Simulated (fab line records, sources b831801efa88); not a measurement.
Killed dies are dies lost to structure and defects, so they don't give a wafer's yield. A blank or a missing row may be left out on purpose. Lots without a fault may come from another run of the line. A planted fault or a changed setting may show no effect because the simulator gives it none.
Which tool did it? | flow gf180mcu | 12 lots, 35 wafers sampled, at 3 steps of a route of 602

WHAT THE GAUGES READ, wafer by wafer
GF_STI_CD_MEAS_12: target cd 220 nm. Usual: cd_nm 220.1 nm, standard deviation 1.1.
lot  | measured    | on        | cd_nm (nm)        | flag
L826 | day 2 03:40 | cd_sem-02 | 219.7 220.0 219.7 |
L827 | day 2 07:01 | cd_sem-01 | 220.8 221.5 220.5 |
L828 | day 2 11:46 | cd_sem-01 | 219.4 219.7 220.0 |
L830 | day 2 21:06 | cd_sem-02 | 219.9 220.0 220.2 |
L831 | day 3 03:02 | cd_sem-02 | 222.0 222.7 223.7 |
L832 | day 3 08:30 | cd_sem-02 | 218.6 218.3 218.7 |
L840 | day 5 02:27 | cd_sem-01 | 209.4 222.5       | OFF
L843 | day 5 16:50 | cd_sem-02 | 221.3 222.1 221.6 |
L842 | day 5 16:55 | cd_sem-02 | 206.5 207.5 219.7 | OFF
L844 | day 6 01:33 | cd_sem-02 | 219.3 219.4 218.9 |
L846 | day 6 09:51 | cd_sem-02 | 220.2 219.8 220.2 |
L849 | day 6 23:31 | cd_sem-02 | 220.5 220.4 220.2 |

GF_NWELL_TW_MEAS_11. Usual: NWELL_TW 1575, standard deviation 11.
lot  | measured    | on            | NWELL_TW       | flag
L826 | day 3 09:36 | film_metro-04 | 1561 1563 1560 |
L827 | day 3 12:19 | film_metro-02 | 1572 1581 1576 |
L828 | day 3 18:14 | film_metro-01 | 1592 1591 1594 |
L830 | day 4 04:49 | film_metro-02 | 1577 1564 1579 |
L831 | day 4 12:37 | film_metro-04 | 1570 1561 1559 |
L832 | day 4 16:26 | film_metro-01 | 1582 1580 1584 |
L840 | day 6 15:14 | film_metro-01 | 1574 1583      |
L843 | day 7 05:13 | film_metro-02 | 1580 1571 1571 |
L842 | day 7 05:55 | film_metro-04 | 1552 1559 1561 |
L844 | day 7 12:44 | film_metro-01 | 1587 1586 1588 |
L846 | day 7 21:11 | film_metro-04 | 1554 1552 1551 |
L849 | day 8 12:07 | film_metro-01 | 1592 1586 1585 |

WHICH TOOL RAN EACH LOT (tool, then ch and the chambers of the sampled wafers, then the start)
lot  | GF_STI_EXPOSE_09
L826 | krf_scanner-02 ch 0, day 1 22:29
L827 | krf_scanner-02 ch 0, day 2 01:24
L828 | krf_scanner-02 ch 0, day 2 05:19
L830 | krf_scanner-02 ch 0, day 2 15:24
L831 | krf_scanner-01 ch 0, day 2 20:53
L832 | krf_scanner-02 ch 0, day 3 02:31
L840 | krf_scanner-02 ch 0, day 4 20:22
L843 | krf_scanner-01 ch 0, day 5 09:47
L842 | krf_scanner-02 ch 0, day 5 09:59
L844 | krf_scanner-01 ch 0, day 5 18:56
L846 | krf_scanner-01 ch 0, day 6 02:48
L849 | krf_scanner-01 ch 0, day 6 15:51
- GF_STI_EXPOSE_09: exposes mask COMP, target cd 220 nm.

WHAT THE TOOLS THEMSELVES READ (means of the sampled wafers that have a number; where no wafer has one, the mark that the record gives instead)
The record holds no such reading with a usual standard deviation.

THE ANSWER, worked out from the rows above alone
Rule: a lot is off if the mean of its wafers that have a number lies more than 3 standard deviations from the usual mean. A lot without any number at a reading at which 4 lots or more have one is off too. The other lots that the step has rows for count as sound. The gauges are gone through in route order, then the tools' own readings, and for those a lot's mean is taken as printed above. The first step at which some lot is off is used, and at that step the reading that is off furthest; a lot without a number counts as furthest.
Off: L840, L842, at GF_STI_CD_MEAS_12 (cd_nm).
A tool fits if, at a process step before that reading, it ran every lot that is off, and no sound lot after the first of them. The gauges at GF_STI_CD_MEAS_12 are tried like those tools. One fits: krf_scanner-02 at GF_STI_EXPOSE_09. Its last sound lot is L832 (day 3 02:31), its first lot that is off L840 (day 4 20:22): a fault that began between those two fits.

WHAT THE SIMULATOR HAD PUT IN
Process parameter drift: krf_scanner-02, from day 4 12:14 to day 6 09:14, at GF_STI_EXPOSE_09. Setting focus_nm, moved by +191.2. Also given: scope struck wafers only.
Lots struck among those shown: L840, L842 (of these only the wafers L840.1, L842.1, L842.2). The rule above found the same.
